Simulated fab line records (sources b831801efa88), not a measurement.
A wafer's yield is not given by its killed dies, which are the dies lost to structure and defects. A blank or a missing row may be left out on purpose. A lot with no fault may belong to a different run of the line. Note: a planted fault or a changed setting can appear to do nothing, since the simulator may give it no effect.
Code-filled problem report in 8D (eight disciplines) form / flow sky130 / the parts of the form that need people (team, actions taken, sign-off) are left out

## 1. PROBLEM STATEMENT
Wafers without a fault read 43 with a standard deviation of 6.7, while killed_at_M0_to_M3 at SKY_PAD_OPEN_PROBE_99 averages 94 across 2 wafers of 1 lot. That puts it +7.6 standard deviations away from the usual mean.
Earliest sighting: wafer L976.1 on prober-01 at day 48 09:17. The record holds 6 wafers of 2 lots with a number at this step. Rule for "out", or "out of limits": more than 4 standard deviations from the usual mean. The other wafers with a number count as sound.

## 2. WHAT THIS IS AND IS NOT
question=which readings at this step | is=killed_at_M0_to_M3, defect limited yield, killed dies, sort_bin_3_pad_short, sort n pass, sort yield pct | is not=killed_at_M4_up, killed at front end, killed at other, killed open, killed short, sort_bin_6_memory
question=which lots | is=L976 | is not=L977
question=which wafers of those lots | is=L976.1, L976.5 | is not=L976.4
question=read on which tools | is=prober-01 | is not=prober-02
question=when | is=from day 48 09:17 | is not=up to then (0 sound wafers); but 4 sound wafers of L976, L977 came after

## 3. SUSPECTS, AND WHAT RULES EACH OUT
Counting: any tool at a process step up to the reading remains a suspect provided it ran every lot that is out. Sound lots after the first of them don't rule it out here, since some wafers of a struck lot are sound.
- plasma asher-02 at SKY_LDD_HVN_STRIP_09 (strips in O2/N2): kept. It ran the lot that is out, L976 (day 23 23:02).
- rie diel-04 at SKY_VIA2_ETCH_15 (etches SiO2 in C4F8/O2/Ar, stops on TiN, target depth 546 nm, time 84 s): kept. It ran the lot that is out, L976 (day 39 10:05).
- prober-01 at SKY_PAD_OPEN_PROBE_99: kept. It ran the lot that is out, L976 (day 48 09:17). Its own readings are out on those wafers: defect limited yield, killed_at_M0_to_M3, killed dies, sort_bin_3_pad_short, sort n pass, sort yield pct.
- The sound lot-mates ran in chamber 3 of rie diel-04 at SKY_VIA2_ETCH_15, but the wafers that are out ran in chamber 2.
plasma asher-02 at SKY_LDD_HVN_STRIP_09, rie diel-04 at SKY_VIA2_ETCH_15 and prober-01 at SKY_PAD_OPEN_PROBE_99 are what is left after counting.

## 4. THE CAUSE (what the simulator had put in)
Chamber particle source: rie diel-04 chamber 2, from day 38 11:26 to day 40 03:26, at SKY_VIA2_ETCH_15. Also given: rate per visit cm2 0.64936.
Counting leaves 3 suspects; this tool is one of them.

## 5. SEQUENCE OF EFFECTS, ordered by route
Each row: a reading whose mean over the struck wafers that have a number lies more than 3 standard deviations from the usual. Only readings for which the record gives a usual standard deviation are gone through. hours: the time from each lot's start at the first step in this table that gives one to its start at this step, as a median over the lots. sigmas: the change in usual standard deviations.
hours=0; step=SKY_PAD_OPEN_PROBE_99; reading=defect limited yield; usual=82.4 %; on struck wafers=74.0; change=-8.4; sigmas=-4.2
hours=0; step=SKY_PAD_OPEN_PROBE_99; reading=killed_at_M0_to_M3; usual=43; on struck wafers=94; change=+51; sigmas=+7.6
hours=0; step=SKY_PAD_OPEN_PROBE_99; reading=killed dies; usual=87; on struck wafers=128; change=+41; sigmas=+4.2
hours=0; step=SKY_PAD_OPEN_PROBE_99; reading=sort_bin_3_pad_short; usual=0.9 %; on struck wafers=3.1; change=+2.2; sigmas=+5.0
hours=0; step=SKY_PAD_OPEN_PROBE_99; reading=sort_bin_5_function; usual=10.5 %; on struck wafers=16.7; change=+6.2; sigmas=+4.1
hours=0; step=SKY_PAD_OPEN_PROBE_99; reading=sort n pass; usual=405; on struck wafers=364; change=-41; sigmas=-4.2
hours=0; step=SKY_PAD_OPEN_PROBE_99; reading=sort yield pct; usual=82.4 %; on struck wafers=74.0; change=-8.4; sigmas=-4.2
It contains these process steps:
- SKY_PAD_OPEN_PROBE_99

## 6. WHAT WOULD HAVE CAUGHT IT SOONER
In this record no reading fell out of limits until day 48 09:17, 238 hours after the fault had begun at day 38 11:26.
Of the tool readings at SKY_VIA2_ETCH_15 for which the record gives a usual standard deviation, none was out on any struck wafer, so an alarm limit of 4 standard deviations on them would not have fired.
Each of the lots that are out, 1 in all, had begun SKY_VIA2_ETCH_15 on rie diel-04 no later than day 48 09:17. Holding the tool at that point would not have protected any of them.
